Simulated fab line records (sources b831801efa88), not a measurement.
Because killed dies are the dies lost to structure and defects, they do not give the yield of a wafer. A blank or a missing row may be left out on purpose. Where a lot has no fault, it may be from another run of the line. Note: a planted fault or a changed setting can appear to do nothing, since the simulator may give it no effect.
fab line records	flow sky130
record lots=4	wafers=12	last_day=49
route steps=708 shown CAPM@554 METAL3@555 VIA3@573 PAD_OPEN@708
lots that met no fault: from a run of the same line without faults
start_h: the number of hours between the record's first day and the start of the first shown wafer of the lot	wait_h: hours since the lot's step before	" same as the row above	L1.1+2: a row that stands for several wafers	- no value present, or no start provided	* or withheld: withheld	< > ~ a bound
route shown NAME@n: NAME is a module with steps in the file, n the number in the route of the first one	usual: mean/standard deviation of fault-free wafers	same: alike in all rows	chamber/n: place in a boat	sites: readings site by site	_std_site: the standard deviation of these	_edge_site: inner sites' mean taken away from outer sites' mean	radius_mm: for every site, how far away it sits from the centre of the wafer	mask NAME#n: copy n	behind: the last tool/chamber to shape the wafer	hold: reason for holding the lot/hours on hold/outcome of the hold	device: which transistor (n, p or np) failed to switch	end of line: the tests these same wafers got at the end of their route	a step without rows: its recipe alone	killed: dies that structure and defects cost at the first sort, which is not the same as the wafer's yield	map: shows each die of a wafer: x if killed, . if not, _ if none is there
set.NAME: the run value of the setting; set.NAME@STEP: its run value at that earlier step	model.NAME: the simulator's own value behind a step, which no gauge read
lots at some steps of the route; a table a step, a row a wafer
services: a tool's chamber out of use, with start hour (start_h, from the record's first day; less than 0 if before it), hours out, and reason
## steps
# step SKY_CAPM_CLEAN_17
# recipe chemistry=O3/DIW	dry=n2_spin
# step SKY_METAL3_DEHYDRATE_05
# recipe temp_c=200	time_s=60
# step SKY_METAL3_HMDS_06
# recipe prime_time_s=60	prime_temp_c=120
# step SKY_METAL3_COAT_07
# recipe resist=BARC	temp_c=withheld	time_s=withheld	spin_rpm=3000	resist_thk_nm=60
# step SKY_METAL3_COAT_08
# recipe resist=KrF-thick	spin_rpm=3000	resist_thk_nm=1140
# step SKY_METAL3_SOFTBAKE_09
# recipe temp_c=100	time_s=90	resist=KrF-thick
# step SKY_METAL3_EXPOSE_10
# recipe mask_id=MM3	na=0.68	source_shape=annular	sigma_inner=0.4	sigma_outer=0.8	target_cd_nm=300	dose_mj=28
# step SKY_METAL3_PEB_11
# recipe peb_temp_c=withheld	peb_time_s=withheld	resist=KrF-thick
# step SKY_METAL3_DEVELOP_12
# recipe develop_time_s=60	resist=KrF-thick	dev_temp_c=21
# step SKY_METAL3_DESCUM_15
# recipe chemistry=O2	source_power_w=150	bias_power_w=0	pressure_mtorr=10	temp_c=40	time_s=8
# step SKY_METAL3_ETCH_16
# recipe chemistry=N2/H2	target=BARC	ion_energy_ev=200	bias_w=100	pressure_mtorr=30	n2_flow_sccm=100	h2_flow_sccm=200	icp_w=500	stop_on=SiO2	time_s=88.2	target_depth_a=600
# usual drypump_motor_current_A=6.0/0.43	oes_product_au=0.626/0.0045	throttle_valve_pct=13.204/0.0092
lot.wafer	tool	chamber	start_h	wait_h	drypump_motor_current_A	oes_product_au	rf_hours_counter_h	throttle_valve_pct
L671.3	rie_metal-03	1	917.47	0.0	6.2	0.634	-	13.181
L671.4	"	0	"	"	5.1	0.633	-	13.218
L671.5	"	0	"	"	5.1	0.627	-	13.213
L677.2	rie_metal-02	1	975.42	0.0	5.8	0.631	16	13.209
L677.4	"	1	"	"	5.8	0.622	-	13.197
L677.5	"	1	"	"	5.8	0.625	-	13.202
L684.2	rie_metal-02	0	1015.37	0.0	6.5	0.624	17	13.207
L684.4	"	0	"	"	6.5	0.625	-	13.191
L684.5	"	1	"	"	5.8	0.625	-	13.204
L685.1	rie_metal-02	1	1023.43	0.0	5.8	0.626	18	13.198
L685.3	"	0	"	"	6.4	0.630	-	13.198
L685.5	"	1	"	"	5.8	0.628	-	13.198
# step SKY_METAL3_ETCH_17
# recipe target=SiO2	stop_on=TiN	chemistry=C4F8/O2/Ar	source_w=1500	bias_w=1200	pressure_mtorr=40	c4f8_flow_sccm=withheld	O2_flow_sccm=6	Ar_flow_sccm=300	time_s=3.9	target_depth_a=150
# step SKY_METAL3_METAL_ETCH_18
# recipe target_depth_a=8450	stop_on=SiO2	over_etch_frac=0.3	time_s=183.1	chemistry=Cl2/BCl3	resist_sidewall_deg=88	pressure_mtorr=10	icp_w=900	bias_w=48.5	Cl2_flow_sccm=60	bcl3_flow_sccm=30
# step SKY_METAL3_STRIP_19
# recipe chemistry=O2/N2	power_w=1400	pressure_mtorr=1500	platen_temp_c=withheld	o2_flow_sccm=3000	n2_flow_sccm=300	overash_fraction=0.5
# step SKY_METAL3_STRIP_20
# recipe chemistry=post_etch_residue_remover	time_s=1200	temp_c=72.5
# step SKY_METAL3_CLEAN_21
# recipe chemistry=IPA	time_s=180	temp_c=25
# step SKY_METAL3_CLEAN_22
# recipe chemistry=O3/DIW	dry=n2_spin
# step SKY_VIA3_HDPCVD_00
# recipe material=SiO2	target_thk_nm=1635	sigma_open_frac=0.3	time_s=272.5	temp_c=400	sih4_flow_sccm=60	pressure_mtorr=6
# step SKY_VIA3_CMP_02
# recipe material=SiO2	down_force_psi=4	platen_rpm=60	pad_velocity_m_s=0.94248
# step SKY_VIA3_DEHYDRATE_04
# recipe temp_c=200	time_s=60
# step SKY_VIA3_HMDS_05
# recipe prime_time_s=60	prime_temp_c=120
# step SKY_VIA3_COAT_06
# recipe resist=BARC	temp_c=withheld	time_s=withheld	spin_rpm=3000	resist_thk_nm=60
# step SKY_VIA3_COAT_07
# recipe resist=KrF-thick	spin_rpm=3000	resist_thk_nm=450
# step SKY_VIA3_SOFTBAKE_08
# recipe temp_c=100	time_s=90	resist=KrF-thick
# step SKY_VIA3_EXPOSE_09
# recipe mask_id=VIM3	na=0.8	source_shape=annular	sigma_inner=0.55	sigma_outer=0.85	target_cd_nm=200	dose_mj=38
# step SKY_VIA3_PEB_10
# recipe peb_temp_c=withheld	peb_time_s=withheld	resist=KrF-thick
# step SKY_VIA3_DEVELOP_11
# recipe develop_time_s=60	resist=KrF-thick	dev_temp_c=21
# step SKY_VIA3_ETCH_14
# recipe chemistry=N2/H2	target=BARC	ion_energy_ev=200	source_w=500	bias_w=100	pressure_mtorr=30	n2_flow_sccm=100	h2_flow_sccm=200	stop_on=SiO2	time_s=45.9	target_depth_a=600
# step SKY_VIA3_ETCH_15
# recipe target=SiO2	chemistry=C4F8/O2/Ar	target_depth_nm=507	stop_on=TiN	mask_material=KrF-thick	source_w=1500	bias_w=1200	pressure_mtorr=40	c4f8_flow_sccm=withheld	O2_flow_sccm=6	Ar_flow_sccm=300	time_s=78
# step SKY_VIA3_STRIP_16
# recipe chemistry=O2/N2	power_w=1400	pressure_mtorr=1500	platen_temp_c=withheld	o2_flow_sccm=3000	n2_flow_sccm=300	overash_fraction=0.5
# step SKY_VIA3_STRIP_17
# recipe chemistry=post_etch_residue_remover	time_s=1200	temp_c=72.5
# step SKY_VIA3_CLEAN_18
# recipe chemistry=IPA	time_s=180	temp_c=25
# step SKY_VIA3_CLEAN_19
# recipe chemistry=O3/DIW	dry=n2_spin
# step SKY_VIA3_SPUTTER_20
# recipe material=TiN	target_thk_nm=20	chamber_pressure_pa=5	power_w=4000	time_s=80
# step SKY_VIA3_CVD_21
# recipe material=W	target_thk_nm=390	time_s=117.31	temp_c=400	pressure_torr=40
# step SKY_PAD_OPEN_PROBE_99
# usual defect_limited_yield=82.6/1.9	killed_at_M0_to_M3=43/7.3	killed_at_M4_up=3.0/2	killed_at_contacts=24/5.2	killed_at_front_end=15/4.4	killed_at_other=0.2/0.48	killed_dies=86/9.1	killed_open=47/7.3	killed_short=38/6.4	sort_bin_3_pad_short=0.8/0.38	sort_bin_5_function=10.5/1.4	sort_bin_6_memory=6.1/1.1	sort_n_pass=406/9.1	sort_yield_pct=82.6/1.9
# same gross_dies=492	killed_at_back_side=0	sort_bin_4_leakage[%]=0	sort_bin_8_speed[%]=0
lot.wafer	tool	chamber	start_h	wait_h	hold	defect_limited_yield[%]	killed_at_M0_to_M3	killed_at_M4_up	killed_at_contacts	killed_at_front_end	killed_at_other	killed_dies	killed_open	killed_short	sort_bin_3_pad_short[%]	sort_bin_5_function[%]	sort_bin_6_memory[%]	sort_n_pass	sort_yield_pct[%]	model.etest.tester.sort_n_pass	model.etest.tester.sort_yield_pct	model.etest.tester.sort_bin_5_pct	model.etest.tester.sort_bin_3_pct
L671.3	prober-02	-	1090.64	0.2	-	81.5	35	2	38	16	0	91	62	29	0.4	11.6	6.5	401	81.5	401	81.5	11.59	0.4065
L671.4	prober-02	-	1090.69	0.2	-	81.1	44	6	29	13	1	93	49	41	0.6	11.4	6.9	399	81.1	399	81.1	11.38	0.6098
L671.5	prober-02	-	1090.74	0.2	-	78.9	44	3	36	20	1	104	45	56	1.6	12.0	7.5	388	78.9	388	78.86	11.99	1.626
L677.2	prober-02	-	1135.27	0.1	-	83.5	46	2	22	10	1	81	41	39	0.6	10.0	5.9	411	83.5	411	83.54	9.959	0.6098
L677.4	prober-02	-	1135.37	0.2	-	80.5	48	7	29	12	0	96	52	44	1.0	10.4	8.1	396	80.5	396	80.49	10.37	1.016
L677.5	prober-02	-	1135.42	0.2	-	82.5	47	4	23	12	0	86	54	31	0.2	9.1	8.1	406	82.5	406	82.52	9.146	0.2033
L684.2	prober-01	-	1166.09	0.1	await_dispo/1.1h/release	77.0	88	0	15	10	0	113	41	28	3.3	12.8	6.9	379	77.0	379	77.03	12.8	3.252
L684.4	prober-01	-	1166.19	0.2	await_dispo/1.1h/release	74.2	96	4	15	12	0	127	39	44	3.0	15.9	6.9	365	74.2	365	74.19	15.85	3.049
L684.5	prober-01	-	1166.24	0.2	await_dispo/1.1h/release	82.7	38	3	23	19	2	85	43	42	0.6	11.2	5.5	407	82.7	407	82.72	11.18	0.6098
L685.3	prober-02	-	1171.56	0.2	await_dispo/2.7h/release	75.2	81	3	24	14	0	122	43	30	3.0	17.1	4.7	370	75.2	370	75.2	17.07	3.049
L685.5	prober-02	-	1171.66	0.2	await_dispo/2.7h/release	81.9	56	2	23	8	0	89	48	41	1.2	10.4	6.5	403	81.9	403	81.91	10.37	1.22
# killed by level:class
L671.3 LI_CONTACT:geometric_particle:open=15 CONTACT:geometric_particle:open=12 VIA2:geometric_particle:open=9 VIA3:geometric_particle:open=8 FIELD_ISO:geometric_particle:open=6 VIA1:geometric_particle:open=6 METAL1:geometric_particle:short=4 LI_CONTACT:geometric_particle:short=4
L671.4 CONTACT:geometric_particle:open=15 METAL1:geometric_particle:short=9 VIA1:geometric_particle:open=9 VIA1:geometric_particle:short=9 VIA2:geometric_particle:open=6 LI_CONTACT:geometric_particle:open=6 METAL4:geometric_particle:short=4 FIELD_ISO:geometric_particle:open=3
L671.5 VIA1:geometric_particle:open=13 CONTACT:geometric_particle:open=10 CONTACT:geometric_particle:short=9 LI_CONTACT:geometric_particle:open=6 LI_CONTACT:geometric_particle:short=5 VIA1:geometric_particle:short=5 POLY_GATE:geometric_particle:short=5 LOCAL_INTERCONNECT:geometric_particle:short=5
L677.2 VIA1:geometric_particle:open=11 LI_CONTACT:geometric_particle:open=9 VIA2:geometric_particle:open=8 CONTACT:geometric_particle:open=6 METAL1:geometric_particle:short=6 VIA1:geometric_particle:short=5 VIA2:geometric_particle:short=5 VIA3:geometric_particle:open=5
L677.4 VIA1:geometric_particle:open=14 VIA2:geometric_particle:open=9 LI_CONTACT:geometric_particle:open=9 CONTACT:geometric_particle:open=8 VIA1:geometric_particle:short=8 CONTACT:geometric_particle:short=6 POLY_GATE:geometric_particle:short=5 METAL2:geometric_particle:short=4
L677.5 CONTACT:geometric_particle:open=12 VIA3:geometric_particle:open=10 VIA1:geometric_particle:open=9 VIA1:geometric_particle:short=7 VIA2:geometric_particle:open=6 METAL2:geometric_particle:short=5 LI_CONTACT:geometric_particle:open=4 FIELD_ISO:geometric_particle:open=3
L684.2 METAL3:unspecified=44 VIA1:geometric_particle:open=10 VIA2:geometric_particle:open=9 LI_CONTACT:geometric_particle:open=7 METAL3:geometric_particle:open=5 FIELD_ISO:geometric_particle:short=4 METAL1:geometric_particle:short=4 VIA1:geometric_particle:short=4
L684.4 METAL3:unspecified=44 VIA1:geometric_particle:open=9 METAL2:geometric_particle:short=8 VIA3:geometric_particle:open=7 METAL1:geometric_particle:short=6 VIA2:geometric_particle:open=5 VIA3:geometric_particle:short=5 LI_CONTACT:geometric_particle:short=4
L684.5 VIA1:geometric_particle:open=10 CONTACT:geometric_particle:open=9 POLY_GATE:geometric_particle:short=8 METAL2:geometric_particle:short=7 CONTACT:geometric_particle:short=6 POLY_GATE:geometric_particle:open=5 METAL3:geometric_particle:short=5 LI_CONTACT:geometric_particle:open=4
L685.3 METAL3:unspecified=49 CONTACT:geometric_particle:open=11 FIELD_ISO:geometric_particle:open=7 LI_CONTACT:geometric_particle:open=6 VIA1:geometric_particle:open=6 METAL3:geometric_particle:short=6 LOCAL_INTERCONNECT:geometric_particle:short=4 METAL2:geometric_particle:short=4
L685.5 VIA1:geometric_particle:open=10 VIA2:geometric_particle:open=9 METAL3:geometric_particle:short=8 LI_CONTACT:geometric_particle:open=8 CONTACT:geometric_particle:open=8 METAL2:geometric_particle:short=7 VIA2:geometric_particle:short=7 VIA3:geometric_particle:open=6
# map L684.4 (x killed, . not)
__________...x......_________
________.....x...xxxx._______
______..xxxx......xxxxxx_____
_____........x..xxxxxxxxx____
____x..x....x...xxxxxxxxxx___
___.....x.......xxxxxxxxx..__
__..x..............xxxxxx.x._
_x.....x.......x...xxx.xx.xxx
_..xxx....x..x.x..xxx.x......
_.........................x..
_.xx.....x..x......x.x.x..x..
_x.......x......x...........x
_x.x.xx............x........x
_x...x.....................x.
_x.x.x.xx.......x.........x.x
__..x...............x......._
___...x..................x.__
____x...x.......x...x...x.___
_____...x........x.......____
______.......x......x..._____
________.....x.xx..xx._______
__________........x._________
# map L685.3 (x killed, . not)
__________.........._________
________x......x.x.xxx_______
______......x....xxxxxxx_____
_____..x.....x..xxxxxxxxx____
____....x.......xxxxxxxxxx___
___x..x..........xxxxxxxxxx__
__............x..xxxxxxx...._
_.x...xx...........xx.xxx....
_.xx....xx......x..x.x.x...x.
_......xx.................xx.
_...........x..........x.....
_....x..x.xx.xx........x.....
_....................xx......
_...xx.x..x.......xx.........
_.......x.x....x.x.....x.....
__...x..x.x.....x......xx..._
___..........x........x...x__
____..xx.x...x.x..x.x.....___
_____..x.......x......x..____
______...x.......x......_____
________........x....._______
__________x........._________
## services
tool	chamber	start_h	hours	kind
rie_metal-03	-	925.46	0.2	repair
## key
first_sign step=SKY_PAD_OPEN_PROBE_99	reading=killed_at_M0_to_M3	direction=up	sigmas=6.2	usual=43	struck=88
effect step=SKY_PAD_OPEN_PROBE_99	reading=sort_bin_3_pad_short	direction=up	sigmas=6.1	usual=0.8	struck=3.1
model_effect step=SKY_PAD_OPEN_PROBE_99	value=etest.tester.sort_n_pass	without=410.3	struck=371.3
met_at SKY_METAL3_ETCH_16
struck_wafers L684.2,L684.4,L685.3
loop_trim step=SKY_METAL3_EXPOSE_10	setting=dose	lots=L684,L685
fault kind=chamber_particle_source	tool=rie_metal-02	chamber=0	onset_h=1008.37	steps=SKY_METAL3_ETCH_16	rate_per_visit_cm2=0.97179	end_h=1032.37
# loop_trim: a control loop set the setting to another value than it would have without faults
